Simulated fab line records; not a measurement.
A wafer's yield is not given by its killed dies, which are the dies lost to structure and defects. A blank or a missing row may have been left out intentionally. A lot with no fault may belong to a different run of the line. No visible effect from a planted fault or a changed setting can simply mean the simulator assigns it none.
What tool caused it? + flow gf180mcu + 13 lots with 39 wafers sampled at 3 steps, on a route of 602 steps

== WHAT THE GAUGES SHOWED, per wafer ==
GF_PSD_RS_MEAS_14: measurement is done with a four-point probe.
| lot  | measured     | on            | NSD_RS (ohm/sq)   |
|------|--------------|---------------|-------------------|
| L220 | day 14 10:16 | film_metro-02 | 46.18 46.09 46.24 |
| L223 | day 15 09:07 | film_metro-02 | 46.12 46.08 46.12 |
| L224 | day 15 16:14 | film_metro-02 | 46.08 46.13 46.16 |
| L225 | day 15 23:52 | film_metro-02 | 46.21 46.09 46.13 |
| L226 | day 16 14:41 | film_metro-02 | 46.13 46.13 46.15 |
| L229 | day 17 15:21 | film_metro-02 | 46.08 46.15 46.19 |
| L230 | day 17 23:22 | film_metro-02 | 46.67 46.66 46.72 |
| L231 | day 18 02:31 | film_metro-02 | 46.10 46.02 46.11 |
| L232 | day 18 11:31 | film_metro-03 | 46.66 46.88 46.84 |
| L239 | day 21 01:04 | film_metro-02 | 46.31 46.34 46.38 |
| L240 | day 21 16:10 | film_metro-02 | 46.19 46.04 46.09 |
| L241 | day 21 16:31 | film_metro-03 | 46.14 45.98 45.98 |
| L242 | day 22 03:38 | film_metro-04 | 46.18 46.18 46.18 |

GF_CONTACT_THK_MEAS_01.
| lot  | measured     | on            | CONTACT_CVD_00_THK (nm) |
|------|--------------|---------------|-------------------------|
| L220 | day 15 08:20 | film_metro-03 | 301 306 307             |
| L223 | day 16 08:11 | film_metro-01 | 310 315 311             |
| L224 | day 16 14:24 | film_metro-01 | 309 302 301             |
| L225 | day 16 23:13 | film_metro-03 | 308 307 299             |
| L226 | day 17 15:42 | film_metro-03 | 299 297 292             |
| L229 | day 18 15:38 | film_metro-03 | 305 305 311             |
| L230 | day 19 00:02 | film_metro-04 | 302 305 309             |
| L231 | day 19 04:11 | film_metro-03 | 305 298 305             |
| L232 | day 19 12:27 | film_metro-03 | 302 307 306             |
| L239 | day 22 02:02 | film_metro-01 | 305 301 304             |
| L240 | day 22 16:56 | film_metro-04 | 301 301 302             |
| L241 | day 22 17:19 | film_metro-04 | 303 296 310             |
| L242 | day 23 03:30 | film_metro-01 | 291 307 295             |

== EACH LOT AND THE TOOL THAT RAN IT (in order: tool; ch and the chambers of the sampled wafers; start) ==
| lot  | GF_NSD_IMPLANT_10               |
|------|---------------------------------|
| L220 | implanter-02 ch 0, day 13 12:44 |
| L223 | implanter-04 ch 0, day 14 10:59 |
| L224 | implanter-04 ch 0, day 14 17:43 |
| L225 | implanter-01 ch 0, day 15 01:47 |
| L226 | implanter-01 ch 0, day 15 17:11 |
| L229 | implanter-04 ch 0, day 16 14:44 |
| L230 | implanter-04 ch 0, day 16 23:49 |
| L231 | implanter-01 ch 0, day 17 02:40 |
| L232 | implanter-04 ch 0, day 17 11:13 |
| L239 | implanter-04 ch 0, day 20 00:26 |
| L240 | implanter-02 ch 0, day 20 15:36 |
| L241 | implanter-04 ch 0, day 20 16:07 |
| L242 | implanter-01 ch 0, day 21 03:18 |
- GF_NSD_IMPLANT_10

== AS READ BY THE TOOLS THEMSELVES (means over the sampled wafers that have a number; for cases with no such wafer, the mark the record gives instead) ==
GF_NSD_IMPLANT_10.
| lot  | tool         | dose_ions_cm2 | faraday_current_uA |
|------|--------------|---------------|--------------------|
| L220 | implanter-02 | 5e+14         | 2798               |
| L223 | implanter-04 | 5e+14         | 2812               |
| L224 | implanter-04 | 5e+14         | 2754               |
| L225 | implanter-01 | 5e+14         | 2719               |
| L226 | implanter-01 | 5e+14         | 2725               |
| L229 | implanter-04 | 5e+14         | 2778               |
| L230 | implanter-04 | 4e+14         | 2547               |
| L231 | implanter-01 | 5e+14         | 2789               |
| L232 | implanter-04 | 4e+14         | 2519               |
| L239 | implanter-04 | 5e+14         | 2798               |
| L240 | implanter-02 | 5e+14         | 2770               |
| L241 | implanter-04 | 5e+14         | 2821               |
| L242 | implanter-01 | 5e+14         | 2804               |

== THE ANSWER, worked out from the rows above alone ==
Rule: what is usual is taken from the lots themselves. The widest of any qualifying gaps counts: lots, ordered by their means at a reading, are off when they make up no more than a third of the lots, leave a main group of 4 or more, and stand apart from it by 3 or more times the standard deviation of that group's means. A main group is skipped when, at the precision printed for the reading in the tables above, its means are all equal. Also off: a lot with no number at a reading for which 4 or more lots have one. Where the step has rows for the other lots, those lots are counted as sound. The gauges are gone through in route order, then the tools' own readings, and for those a lot's mean is taken as printed above. The first step at which some lot is off is used, and at that step the reading that is off furthest; a lot without a number counts as furthest.
Off: L230, L232, seen at GF_PSD_RS_MEAS_14 (NSD_RS). The main group: mean 46.14 ohm/sq, standard deviation 0.075.
If a tool, at a process step before that reading, ran all the lots that are off and no sound lot after the first of them, it fits. Not tried: the gauges at GF_PSD_RS_MEAS_14; whatever is off there is also off at GF_NSD_IMPLANT_10, on other tools, and gauge error can't account for it. None of those tried fits.

== WHAT WAS PUT IN BY THE SIMULATOR ==
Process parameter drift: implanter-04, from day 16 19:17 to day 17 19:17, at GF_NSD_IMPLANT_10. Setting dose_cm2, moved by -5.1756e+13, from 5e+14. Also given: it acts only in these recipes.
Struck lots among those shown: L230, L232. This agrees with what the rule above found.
